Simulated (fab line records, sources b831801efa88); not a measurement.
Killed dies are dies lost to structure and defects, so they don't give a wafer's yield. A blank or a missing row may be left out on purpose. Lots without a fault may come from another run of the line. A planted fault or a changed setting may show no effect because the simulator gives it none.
Problem report in the 8D (eight disciplines) form, filled by code | flow gf180mcu | the parts of the form that need people (team, actions taken, sign-off) are left out

1. THE PROBLEM
TOP_METAL_ALCU_RS at GF_TOP_METAL_RS_MEAS_05 reads a mean of 0.0281 ohm/sq on 3 wafers of 3 lots; wafers without a fault read 0.0328 ohm/sq with a standard deviation of 0.00034. That is -14 standard deviations from the usual mean.
The step: measures by four-point-probe.
First seen on wafer L462.3, day 31 18:10, on film_metro-04. The record holds 33 wafers of 11 lots with a number at this step. Rule for "out", or "out of limits": more than 4 standard deviations from the usual mean. The other wafers with a number count as sound.

2. WHAT IT IS AND WHAT IT IS NOT
question                    | is                           | is not
which readings at this step | TOP_METAL_ALCU_RS            | -
which lots                  | L462, L463, L464             | L447, L448, L450, L453, L457, L467, L469, L470
which wafers of those lots  | L462.3, L463.5, L464.6       | L462.1, L462.5, L463.3, L463.6, L464.3, L464.5
read on which gauges        | film_metro-03, film_metro-04 | film_metro-01
when                        | from day 31 18:10            | up to then (17 sound wafers); but 13 sound wafers of L463, L464, L467, L469, L470 came after

3. SUSPECTS, AND WHAT RULES EACH OUT
Counting: a tool at a process step up to the reading stays a suspect if it ran every lot that is out. Sound lots after the first of them don't rule it out here, since some wafers of a struck lot are sound.
- the gauge at GF_TOP_METAL_RS_MEAS_05: ruled out. The wafers that are out were read on 2 gauges (film_metro-03, film_metro-04).
- pvd_sputter-04 at GF_TOP_METAL_SPUTTER_02 (material AlCu, target thk 900 nm, time 47.82 s): kept. It ran every lot that is out, first L462 (day 31 18:05); its last sound lot up to then is L457 (day 30 10:08).
Left after counting: pvd_sputter-04 at GF_TOP_METAL_SPUTTER_02.

4. THE CAUSE (what the simulator had put in)
Process parameter drift: pvd_sputter-04, from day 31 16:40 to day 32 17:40, at GF_TOP_METAL_SPUTTER_02. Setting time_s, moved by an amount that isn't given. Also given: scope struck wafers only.
Counting left only this tool.

5. THE CHAIN OF EFFECTS, in route order
Each row: a reading whose mean over the struck wafers that have a number lies more than 3 standard deviations from the usual. Only readings for which the record gives a usual standard deviation are gone through. hours: the time from each lot's start at the first step in this table that gives one to its start at this step, as a median over the lots. sigmas: the change in usual standard deviations.
hours | step                       | reading            | usual         | on struck wafers | change  | sigmas
0     | GF_TOP_METAL_RS_MEAS_05    | TOP_METAL_ALCU_RS  | 0.0328 ohm/sq | 0.0281           | -0.0047 | -14
0     | GF_TOP_METAL_THK_MEAS_06   | TOP_METAL_ALCU_THK | 902 nm        | 1050             | +148    | +15
17    | GF_TOP_METAL_METAL_ETCH_16 | oes_product_au     | 0.964 a.u.    | 0.987            | +0.023  | +3.5
The process steps in it:
- GF_TOP_METAL_METAL_ETCH_16: etches the open film in Cl2/BCl3, stops on SiO2, target depth 1077.5 nm, time 179.6 s.

6. WHAT WOULD HAVE CAUGHT IT SOONER
In this record the first reading out of limits at a measuring or inspecting step was taken at day 31 18:10, 2 hours after the fault began at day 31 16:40.
Of the tool readings at GF_TOP_METAL_SPUTTER_02 for which the record gives a usual standard deviation, none was out on any struck wafer, so an alarm limit of 4 standard deviations on them would not have fired.
Of the lots that are out (3), L463, L464 began GF_TOP_METAL_SPUTTER_02 on pvd_sputter-04 after day 31 18:10. A hold on the tool at that time would have spared those 2.
